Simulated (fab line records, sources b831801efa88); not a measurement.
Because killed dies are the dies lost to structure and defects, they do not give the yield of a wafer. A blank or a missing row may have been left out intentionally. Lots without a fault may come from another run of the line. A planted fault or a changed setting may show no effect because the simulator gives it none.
What tool caused it? -- flow gf180mcu -- 39 wafers from 13 lots sampled at 6 of the route's 602 steps

== WHAT EACH GAUGE READ, for each wafer ==
GF_STI_CD_MEAS_12: target cd 220 nm. Usual: cd-nm 220.2 nm, standard deviation 1.2.
lot,measured,on,cd-nm (nm),flag
L375,day 2 05:05,cd-sem-02,221.5 220.8 219.9,
L376,day 2 08:33,cd-sem-02,218.1 218.2 218.4,
L378,day 2 18:39,cd-sem-01,219.8 220.1 220.7,
L380,day 3 04:26,cd-sem-02,219.9 220.2 219.1,
L382,day 3 12:45,cd-sem-02,220.8 221.2 222.0,
L383,day 3 19:38,cd-sem-01,220.5 219.9 219.4,
L384,day 3 23:27,cd-sem-02,221.2 219.9 219.9,
L385,day 4 04:51,cd-sem-02,220.8 221.4 221.3,
L386,day 4 11:37,cd-sem-02,220.6 221.6 221.8,
L387,day 4 15:03,cd-sem-02,219.9 220.0 221.1,
L394,day 6 03:57,cd-sem-01,217.7 217.6 219.0,
L397,day 6 18:07,cd-sem-01,220.9 220.6 219.7,
L398,day 7 01:08,cd-sem-01,219.4 220.7 220.0,

GF_STI_THK_MEAS_24. Usual: STI_CVD_23_THK typically reads 649 nm, with standard deviation 6.9.
lot,measured,on,STI_CVD_23_THK (nm),flag
L375,day 2 07:04,film-metro-04,652 646 656,
L376,day 2 12:19,film-metro-04,635 647 652,
L378,day 2 20:40,film-metro-01,654 660 655,
L380,day 3 06:26,film-metro-02,657 651 654,
L382,day 3 15:49,film-metro-04,652 649 654,
L383,day 3 21:37,film-metro-01,658 648 647,
L384,day 4 01:54,film-metro-04,651 655 657,
L385,day 4 07:25,film-metro-04,657 656 652,
L386,day 4 14:14,film-metro-01,655 646 653,
L387,day 4 17:55,film-metro-01,654 651 657,
L394,day 6 05:55,film-metro-04,645 645 643,
L397,day 6 20:33,film-metro-01,643 635 649,
L398,day 7 03:07,film-metro-01,642 639 636,

GF_VT_IMPLANT_OVL_MEAS_07. Usual: VT_IMPLANT_OVL typically reads -0.2 nm, with standard deviation 1.1.
lot,measured,on,VT_IMPLANT_OVL (nm),flag
L375,day 5 20:26,overlay-02,0.7 1.8 1.9,
L376,day 6 00:23,overlay-02,1.0 1.1 0.9,
L378,day 6 10:18,overlay-02,0.5 -0.1 -0.9,
L380,day 6 21:43,overlay-02,1.4 1.6 1.8,
L382,day 7 09:21,overlay-01,-0.4 0.2 1.0,
L383,day 7 17:00,overlay-01,1.1 2.3 0.4,
L384,day 7 21:59,overlay-01,1.7 1.0 0.1,
L385,day 8 05:53,overlay-02,-1.0 -0.4 -1.8,
L386,day 8 12:34,overlay-02,- - -,OFF
L387,day 8 20:20,overlay-02,-2.2 -1.8 -2.9,
L394,day 10 11:49,overlay-02,-0.7 -1.4 -1.7,
L397,day 11 05:52,overlay-01,0.0 1.6 -1.5,
L398,day 11 12:48,overlay-02,-0.1 -1.1 -0.1,

GF_VT_IMPLANT_TW_MEAS_10. Usual: VT_IMPLANT_TW typically reads 559, with standard deviation 4.2.
lot,measured,on,VT_IMPLANT_TW,flag
L375,day 5 20:43,film-metro-04,558 558 556,
L376,day 6 00:41,film-metro-03,563 566 561,
L378,day 6 10:35,film-metro-04,561 559 558,
L380,day 6 22:01,film-metro-01,558 556 557,
L382,day 7 09:38,film-metro-03,569 567 565,
L383,day 7 17:17,film-metro-04,559 556 559,
L384,day 7 22:17,film-metro-04,559 559 558,
L385,day 8 06:11,film-metro-03,563 561 563,
L386,day 8 12:52,film-metro-03,30 30 30,OFF
L387,day 8 20:38,film-metro-01,556 558 562,
L394,day 10 12:06,film-metro-04,561 560 558,
L397,day 11 06:10,film-metro-01,552 554 551,
L398,day 11 13:06,film-metro-01,557 552 554,

GF_VT_IMPLANT_OVL_MEAS_29. Usual: VT_IMPLANT_02_OVL typically reads 0.6 nm, with standard deviation 1.4.
lot,measured,on,VT_IMPLANT_02_OVL (nm),flag
L375,day 7 03:07,overlay-01,1.5 0.8 0.1,
L376,day 7 07:20,overlay-01,-1.1 0.9 1.3,
L378,day 7 16:01,overlay-02,-0.3 -0.8 -1.6,
L380,day 8 05:37,overlay-01,1.0 1.2 1.4,
L382,day 8 17:54,overlay-02,0.7 -0.6 -0.9,
L383,day 9 02:08,overlay-01,2.4 3.9 1.9,
L384,day 9 07:12,overlay-01,1.2 0.2 -1.1,
L385,day 9 14:56,overlay-01,1.1 0.0 1.2,
L386,day 9 21:37,overlay-02,0.0 -0.3 -1.4,
L387,day 10 06:55,overlay-02,-0.1 0.2 -1.4,
L394,day 12 01:15,overlay-02,0.1 1.3 1.6,
L397,day 12 20:19,overlay-01,-0.1 1.0 -0.3,
L398,day 13 02:52,overlay-02,1.3 1.8 2.4,

== TOOL THAT RAN EACH LOT (tool first, then ch and the chambers of the sampled wafers, then the start) ==
lot,GF_VT_IMPLANT_EXPOSE_04
L375,"iline-stepper-01 ch 0, day 5 13:47"
L376,"iline-stepper-01 ch 0, day 5 17:57"
L378,"iline-stepper-01 ch 0, day 6 03:13"
L380,"iline-stepper-02 ch 0, day 6 14:38"
L382,"iline-stepper-02 ch 0, day 7 01:56"
L383,"iline-stepper-01 ch 0, day 7 09:11"
L384,"iline-stepper-01 ch 0, day 7 14:09"
L385,"iline-stepper-02 ch 0, day 7 21:49"
L386,"iline-stepper-01 ch 0, day 8 04:51"
L387,"iline-stepper-01 ch 0, day 8 12:48"
L394,"iline-stepper-02 ch 0, day 10 03:48"
L397,"iline-stepper-02 ch 0, day 10 20:46"
L398,"iline-stepper-01 ch 0, day 11 03:11"
- GF_VT_IMPLANT_EXPOSE_04: exposes mask LVPWELL LV AREA, target cd 600 nm.

== AS READ BY THE TOOLS THEMSELVES (means over the sampled wafers that have a number; for cases with no such wafer, the mark the record gives instead) ==
The record holds no such reading with a usual standard deviation.

== THE ANSWER, worked out from the rows above alone ==
Rule: a lot counts as off when the mean over its wafers that have a number is more than 3 standard deviations away from the usual mean. A lot without any number at a reading at which 4 lots or more have one is off too. The other lots that the step has rows for count as sound. Order of review: gauges by route order, followed by the tools' own readings, for which a lot's mean as printed above is used. At the first step where some lot is off, the reading lying furthest off is the one used; lots without a number count as furthest.
Off: L386, at GF_VT_IMPLANT_OVL_MEAS_07 (VT_IMPLANT_OVL). Without a number there: L386.
A tool fits if, at a process step before that reading, it ran every lot that is off, and no sound lot after the first of them. Not tried: the gauges at GF_VT_IMPLANT_OVL_MEAS_07; whatever is off there is also off at GF_VT_IMPLANT_TW_MEAS_10, on other tools, and gauge error can't account for it. Of those tried, none fits.

== WHAT THE SIMULATOR HAD INSERTED ==
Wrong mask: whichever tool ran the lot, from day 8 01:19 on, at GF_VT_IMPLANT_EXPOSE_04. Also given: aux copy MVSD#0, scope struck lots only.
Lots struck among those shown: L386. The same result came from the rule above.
